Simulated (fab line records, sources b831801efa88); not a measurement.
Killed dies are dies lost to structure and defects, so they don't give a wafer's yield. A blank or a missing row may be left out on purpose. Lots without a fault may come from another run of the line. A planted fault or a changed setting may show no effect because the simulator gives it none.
Which tool did it? | flow sky130 | 24 lots, 72 wafers sampled, at 5 steps of a route of 708

WHAT THE GAUGES READ, wafer by wafer
SKY_POLY_GATE_CD_MEAS_13: target cd 150 nm. Usual: cd_nm 149.7 nm, standard deviation 1.
lot  | measured     | on        | cd_nm (nm)        | flag
L074 | day 16 06:36 | cd_sem-02 | 149.6 151.3 150.5 |
L075 | day 16 14:39 | cd_sem-01 | 149.2 149.6 149.6 |
L076 | day 17 05:08 | cd_sem-02 | 151.3 150.2 150.6 |
L077 | day 17 08:17 | cd_sem-01 | 150.9 150.2 151.7 |
L079 | day 18 09:30 | cd_sem-02 | 148.1 148.7 149.4 |
L078 | day 18 10:00 | cd_sem-01 | 150.3 151.2 149.8 |
L080 | day 18 16:44 | cd_sem-02 | 150.5 149.1 150.1 |
L081 | day 19 02:09 | cd_sem-01 | 149.7 150.3 149.7 |
L082 | day 19 11:44 | cd_sem-02 | 148.1 149.8 147.6 |
L083 | day 20 06:49 | cd_sem-01 | 148.0 148.6 147.7 |
L085 | day 20 09:58 | cd_sem-02 | 148.0 148.1 149.7 |
L084 | day 20 12:55 | cd_sem-02 | 149.7 149.9 148.9 |
L086 | day 20 15:28 | cd_sem-01 | 148.1 148.7 148.2 |
L087 | day 21 08:05 | cd_sem-02 | 150.0 149.0 148.5 |
L088 | day 21 18:11 | cd_sem-01 | 151.8 151.6 151.8 |
L089 | day 22 08:08 | cd_sem-01 | 149.0 148.4 149.4 |
L090 | day 22 10:39 | cd_sem-02 | 150.1 150.7 149.3 |
L091 | day 22 22:29 | cd_sem-02 | 150.9 150.3 150.3 |
L092 | day 23 04:02 | cd_sem-02 | 148.7 148.3 148.8 |
L093 | day 23 07:14 | cd_sem-02 | 150.9 151.1 149.9 |
L094 | day 23 13:56 | cd_sem-01 | 149.2 149.6 149.4 |
L095 | day 23 17:26 | cd_sem-02 | 151.4 150.1 150.5 |
L096 | day 24 07:56 | cd_sem-01 | 149.3 149.0 149.8 |
L097 | day 24 20:27 | cd_sem-01 | 149.2 149.3 149.2 |

SKY_SD_P_CD_MEAS_07: target cd 380 nm. Usual: cd_nm 379.2 nm, standard deviation 2.2.
lot  | measured     | on        | cd_nm (nm)        | flag
L074 | day 25 08:03 | cd_sem-01 | 375.7 377.0 375.4 |
L075 | day 25 13:13 | cd_sem-02 | 376.8 376.2 376.2 |
L076 | day 26 06:21 | cd_sem-02 | 375.5 376.7 377.0 |
L077 | day 26 10:50 | cd_sem-01 | 378.4 377.9 379.6 |
L079 | day 27 12:13 | cd_sem-02 | 383.8 383.3 381.2 |
L078 | day 27 10:38 | cd_sem-01 | 377.2 379.1 378.8 |
L080 | day 27 16:09 | cd_sem-01 | 376.8 378.8 380.1 |
L081 | day 27 23:22 | cd_sem-02 | 377.3 378.8 380.4 |
L082 | day 28 14:00 | cd_sem-02 | 377.9 378.8 376.1 |
L083 | day 29 02:44 | cd_sem-02 | 383.7 379.9 379.8 |
L085 | day 29 10:42 | cd_sem-02 | 378.4 380.4 380.4 |
L084 | day 29 10:43 | cd_sem-01 | 382.5 381.5 384.4 |
L086 | day 29 14:36 | cd_sem-01 | 378.1 378.7 378.9 |
L087 | day 30 04:39 | cd_sem-01 | 383.3 381.3 383.4 |
L088 | day 30 13:04 | cd_sem-01 | 382.1 384.6 382.4 |
L089 | day 30 23:07 | cd_sem-01 | 382.8 380.5 379.9 |
L090 | day 31 04:42 | cd_sem-01 | 376.6 377.0 376.9 |
L091 | day 31 11:06 | cd_sem-02 | 378.3 377.7 377.7 |
L092 | day 31 18:21 | cd_sem-02 | 379.1 378.3 379.1 |
L093 | day 31 20:31 | cd_sem-02 | 379.7 377.8 377.2 |
L094 | day 31 23:57 | cd_sem-02 | 378.4 376.9 380.2 |
L095 | day 32 06:51 | cd_sem-02 | 380.8 381.9 380.3 |
L096 | day 32 20:16 | cd_sem-01 | 376.9 378.9 380.3 |
L097 | day 33 12:01 | cd_sem-01 | 379.2 377.9 378.9 |

SKY_LOCAL_INTERCONNECT_THK_MEAS_02: measures by xrf. Usual: LOCAL_INTERCONNECT_TIN_THK 100.1 nm, standard deviation 1.3.
lot  | measured     | on            | LOCAL_INTERCONNECT_TIN_THK (nm) | flag
L074 | day 29 01:54 | film_metro-01 | 97.8 100.0 98.9                 |
L075 | day 29 06:35 | film_metro-03 | 102.5 103.9 102.2               |
L076 | day 29 23:59 | film_metro-01 | 99.6 99.2 99.2                  |
L077 | day 30 03:25 | film_metro-01 | 98.9 100.3 98.8                 |
L079 | day 31 04:51 | film_metro-01 | 102.9 102.5 103.2               |
L078 | day 31 02:04 | film_metro-04 | 99.0 99.7 99.7                  |
L080 | day 31 08:20 | film_metro-01 | 100.8 100.4 100.5               |
L081 | day 31 14:34 | film_metro-01 | 97.2 99.9 98.3                  |
L082 | day 32 05:40 | film_metro-03 | 101.7 101.2 101.6               |
L083 | day 32 16:24 | film_metro-04 | 99.0 99.2 99.1                  |
L085 | day 33 00:35 | film_metro-03 | 101.1 99.8 100.9                |
L084 | day 33 02:21 | film_metro-04 | 100.7 99.7 101.6                |
L086 | day 33 03:17 | film_metro-04 | 98.5 99.1 98.9                  |
L087 | day 33 18:22 | film_metro-03 | 101.2 98.0 100.2                |
L088 | day 34 02:04 | film_metro-01 | 98.7 100.2 99.4                 |
L089 | day 34 11:54 | film_metro-04 | 98.0 99.2 98.4                  |
L090 | day 34 17:29 | film_metro-04 | 100.8 99.4 98.4                 |
L091 | day 34 23:29 | film_metro-03 | 100.8 98.7 100.9                |
L092 | day 35 06:04 | film_metro-01 | 100.9 101.9 101.3               |
L093 | day 35 09:00 | film_metro-01 | 98.5 99.6 100.7                 |
L094 | day 35 11:08 | film_metro-03 | 100.6 100.5 99.9                |
L095 | day 35 18:11 | film_metro-04 | 99.7 101.4 100.0                |
L096 | day 36 05:54 | film_metro-04 | 100.9 99.4 100.6                |
L097 | day 36 22:50 | film_metro-03 | 101.4 100.4 101.2               |

SKY_CONTACT_THK_MEAS_26: measures by xrf. Usual: CONTACT_W_THK 327 nm, standard deviation 5.6.
lot  | measured     | on            | CONTACT_W_THK (nm) | flag
L074 | day 31 11:46 | film_metro-01 | 325 326 323        |
L075 | day 31 16:15 | film_metro-01 | 327 330 325        |
L076 | day 32 10:43 | film_metro-04 | 329 331 330        |
L077 | day 32 13:07 | film_metro-04 | 328 327 320        |
L079 | day 33 13:34 | film_metro-02 | 325 326 330        |
L078 | day 33 10:29 | film_metro-01 | 319 323 329        |
L080 | day 33 17:04 | film_metro-01 | 318 320 319        |
L081 | day 33 23:22 | film_metro-04 | 321 321 325        |
L082 | day 34 13:16 | film_metro-01 | 328 333 328        |
L083 | day 35 01:02 | film_metro-02 | 339 338 333        |
L085 | day 35 08:32 | film_metro-01 | 331 323 326        |
L084 | day 35 09:31 | film_metro-01 | 326 332 327        |
L086 | day 35 09:47 | film_metro-04 | 322 321 326        |
L087 | day 36 02:48 | film_metro-04 | 327 323 323        |
L088 | day 36 10:34 | film_metro-01 | 325 322 318        |
L089 | day 36 18:16 | film_metro-04 | 328 327 332        |
L090 | day 37 00:01 | film_metro-04 | 322 318 322        |
L091 | day 37 07:07 | film_metro-02 | 335 340 339        |
L092 | day 37 12:39 | film_metro-01 | 332 328 332        |
L093 | day 37 15:58 | film_metro-01 | 330 326 329        |
L094 | day 37 18:22 | film_metro-01 | 330 326 336        |
L095 | day 38 01:01 | film_metro-02 | 334 337 342        |
L096 | day 38 13:34 | film_metro-01 | 333 330 331        |
L097 | day 39 04:46 | film_metro-04 | 321 323 322        |

WHICH TOOL RAN EACH LOT (tool, then ch and the chambers of the sampled wafers, then the start)
lot  | SKY_POLY_GATE_ETCH_17
L074 | rie_si-01 ch 2,3, day 16 06:56
L075 | rie_si-01 ch 1,2,3, day 16 14:57
L076 | rie_si-02 ch 0,3, day 17 05:26
L077 | rie_si-02 ch 0,1,3, day 17 08:37
L079 | rie_si-02 ch 0,2,3, day 18 09:50
L078 | rie_si-02 ch 1,2,3, day 18 10:19
L080 | rie_si-02 ch 1,2,3, day 18 17:04
L081 | rie_si-01 ch 0,2,3, day 19 02:29
L082 | rie_si-02 ch 1,2,3, day 19 12:01
L083 | rie_si-01 ch 0,2,3, day 20 07:07
L085 | rie_si-01 ch 0,2,3, day 20 10:17
L084 | rie_si-02 ch 1,2,3, day 20 13:13
L086 | rie_si-01 ch 1,3, day 20 15:47
L087 | rie_si-02 ch 1,2, day 21 08:25
L088 | rie_si-01 ch 0,2, day 21 18:29
L089 | rie_si-02 ch 1,2,3, day 22 08:28
L090 | rie_si-01 ch 2,3, day 22 10:58
L091 | rie_si-02 ch 0,2, day 22 22:49
L092 | rie_si-01 ch 0,1, day 23 04:19
L093 | rie_si-02 ch 0,1,2, day 23 07:34
L094 | rie_si-01 ch 1,2,3, day 23 14:16
L095 | rie_si-02 ch 0,1,3, day 23 17:46
L096 | rie_si-01 ch 0,2, day 24 08:16
L097 | rie_si-01 ch 2,3, day 24 20:46
- SKY_POLY_GATE_ETCH_17: etches poly-Si in HBr/Cl2, stops on SiO2, target depth 180 nm, time 70.5 s.

WHAT THE TOOLS THEMSELVES READ (means of the sampled wafers that have a number; where no wafer has one, the mark that the record gives instead)
SKY_POLY_GATE_ETCH_17. Usual: drypump_motor_current_A 5.8 A, standard deviation 0.34; oes_product_au 0.987 a.u., standard deviation 0.0081; throttle_valve_pct 33.684 %, standard deviation 0.0091.
lot  | tool      | drypump_motor_current_A (A) | oes_product_au (a.u.) | throttle_valve_pct (%) | flag
L074 | rie_si-01 | 5.6                         | 0.987                 | 33.672                 |
L075 | rie_si-01 | 5.8                         | 0.976                 | 33.683                 |
L076 | rie_si-02 | 6.2                         | 0.987                 | 33.681                 |
L077 | rie_si-02 | 5.9                         | 0.993                 | 33.684                 |
L079 | rie_si-02 | 5.9                         | 0.990                 | 33.688                 |
L078 | rie_si-02 | 5.6                         | 0.991                 | 33.677                 |
L080 | rie_si-02 | 5.6                         | 0.984                 | 33.681                 |
L081 | rie_si-01 | 5.6                         | 0.989                 | 33.682                 |
L082 | rie_si-02 | 5.6                         | 0.992                 | 33.687                 |
L083 | rie_si-01 | 5.6                         | 0.985                 | 33.678                 |
L085 | rie_si-01 | 5.6                         | 0.982                 | 33.683                 |
L084 | rie_si-02 | 5.7                         | 0.989                 | 33.677                 |
L086 | rie_si-01 | 6.1                         | 0.987                 | 33.695                 |
L087 | rie_si-02 | 5.6                         | 0.998                 | 33.684                 |
L088 | rie_si-01 | 5.7                         | 0.987                 | 33.695                 |
L089 | rie_si-02 | 5.6                         | 0.990                 | 33.684                 |
L090 | rie_si-01 | 5.6                         | 0.990                 | 33.681                 |
L091 | rie_si-02 | 6.2                         | 0.984                 | 33.686                 |
L092 | rie_si-01 | 6.1                         | 0.992                 | 33.679                 |
L093 | rie_si-02 | 5.9                         | 0.993                 | 33.685                 |
L094 | rie_si-01 | 5.8                         | 0.976                 | 33.685                 |
L095 | rie_si-02 | 5.9                         | 0.979                 | 33.681                 |
L096 | rie_si-01 | 5.7                         | 0.986                 | 33.682                 |
L097 | rie_si-01 | 5.5                         | 0.986                 | 33.689                 |

THE ANSWER, worked out from the rows above alone
Rule: a lot is off if the mean of its wafers that have a number lies more than 3 standard deviations from the usual mean. A lot without any number at a reading at which 4 lots or more have one is off too. The other lots that the step has rows for count as sound. The gauges are gone through in route order, then the tools' own readings, and for those a lot's mean is taken as printed above. The first step at which some lot is off is used, and at that step the reading that is off furthest; a lot without a number counts as furthest.
No lot is off at any reading shown: from this, nothing can be told.

WHAT THE SIMULATOR HAD PUT IN
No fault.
